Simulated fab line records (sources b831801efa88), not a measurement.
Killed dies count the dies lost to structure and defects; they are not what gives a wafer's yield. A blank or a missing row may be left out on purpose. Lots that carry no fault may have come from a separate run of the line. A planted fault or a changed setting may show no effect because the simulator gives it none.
Struck lot and sound lot, side by side | flow sky130 | 15 steps out of a route of 708
Sound: these wafers, L516.2, L516.3, L516.6. Struck: wafers L525.1, L525.4, L525.6. The cause is named last.
At each step with rows: each side's tool, then ch and its chambers, then its first start. Under that, the readings that differ: sound wafers | struck wafers | difference of the means | sigmas: that difference in standard deviations of wafers without a fault.
alike: words and numbers the same on both sides, and readings whose means are apart by under 2 such deviations; not compared: readings that were withheld, readings missing a value for some wafer, numbers with overlapping values and no deviation given by the record, and bounds like >300 which may hide the same value.
Wherever a step has rows on one side only, a row that says differs or no value, or a row with sigmas, the two part there. When numbers do not overlap yet have no deviation, they are printed without sigmas and do not part them. A reading that every wafer of one side lacks parts them only if that side has two wafers or more.

SKY_METAL3_SPUTTER_04: material TiN, target thk 70 nm, time 58.3 s.
  struck on pvd_sputter-02, day 41 12:28; sound on pvd_sputter-01, day 38 01:02
  alike: throttle_valve_pct
SKY_CAPM_CVD_00: deposits SiO2, target thk 15.5 nm.
  sound on pecvd-03 ch 0,2, day 38 01:05; struck on pecvd-03 ch 0,1,2, day 41 12:31
  alike: heater_power_w, rf_fwd_power_W
SKY_CAPM_THK_MEAS_01:
  struck on film_metro-04, day 41 12:32; sound on film_metro-01, day 38 01:07
  alike: CAPM_CVD_00_THK
SKY_CAPM_SPUTTER_02: material TiN, target thk 200 nm, time 166.7 s.
  struck on pvd_sputter-03, day 41 12:35; sound on pvd_sputter-02, day 38 01:10
  alike: throttle_valve_pct
SKY_CAPM_RS_MEAS_03: the measuring method here is four-point-probe.
  struck on film_metro-01, day 41 12:42; sound on film_metro-03, day 38 01:17
  alike: CAPM_TIN_RS
SKY_CAPM_THK_MEAS_04: measures by xrf.
  struck on film_metro-01, day 41 12:49; sound on film_metro-03, day 38 01:24
  alike: CAPM_TIN_THK
then, 6 steps without rows for these wafers: SKY_CAPM_DEHYDRATE_05 (time 60 s); SKY_CAPM_HMDS_06 (prime time 60 s); SKY_CAPM_COAT_07 (resist thk 1140 nm); SKY_CAPM_SOFTBAKE_08 (time 60 s); SKY_CAPM_EXPOSE_09 (exposes mask CAPM, target cd 1000 nm); SKY_CAPM_PEB_10.
SKY_CAPM_DEVELOP_11: develop time 60 s.
  sound on litho_track-01 ch 0, day 39 02:10; struck on litho_track-02 ch 0, day 42 12:08
  reading              | sound             | struck            | difference | sigmas
  developer_temp_C (C) | 22.84 22.93 22.87 | 24.08 23.97 23.98 | +1.13      | +11
SKY_CAPM_OVL_MEAS_12:
  struck on overlay-01, day 42 12:17; sound on overlay-01, day 39 02:17
  alike: CAPM_OVL
-- the record jumps here: 7 days lie between the struck wafers' starts before and after (it left off in module CAPM and takes up again in module PAD_OPEN, whose first step shown is number 708 of the route) --
SKY_PAD_OPEN_PROBE_99:
  struck on prober-02, day 49 19:34; sound on prober-02, day 47 06:13
  alike: defect_limited_yield, killed_at_M0_to_M3, killed_at_M4_up, killed_at_contacts, killed_at_front_end, killed_at_other, killed_dies, killed_open, killed_short, sort_bin_3_pad_short, sort_bin_5_function, sort_bin_6_memory, sort_n_pass, sort_yield_pct

== WHERE THEY PART ==
SKY_CAPM_DEVELOP_11 only, going by this record. Later steps at which nothing parts them and some readings are alike: SKY_CAPM_OVL_MEAS_12, SKY_PAD_OPEN_PROBE_99.

WHY: whatever the simulator had introduced
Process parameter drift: litho_track-02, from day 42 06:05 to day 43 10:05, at SKY_CAPM_DEVELOP_11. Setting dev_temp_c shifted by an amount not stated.
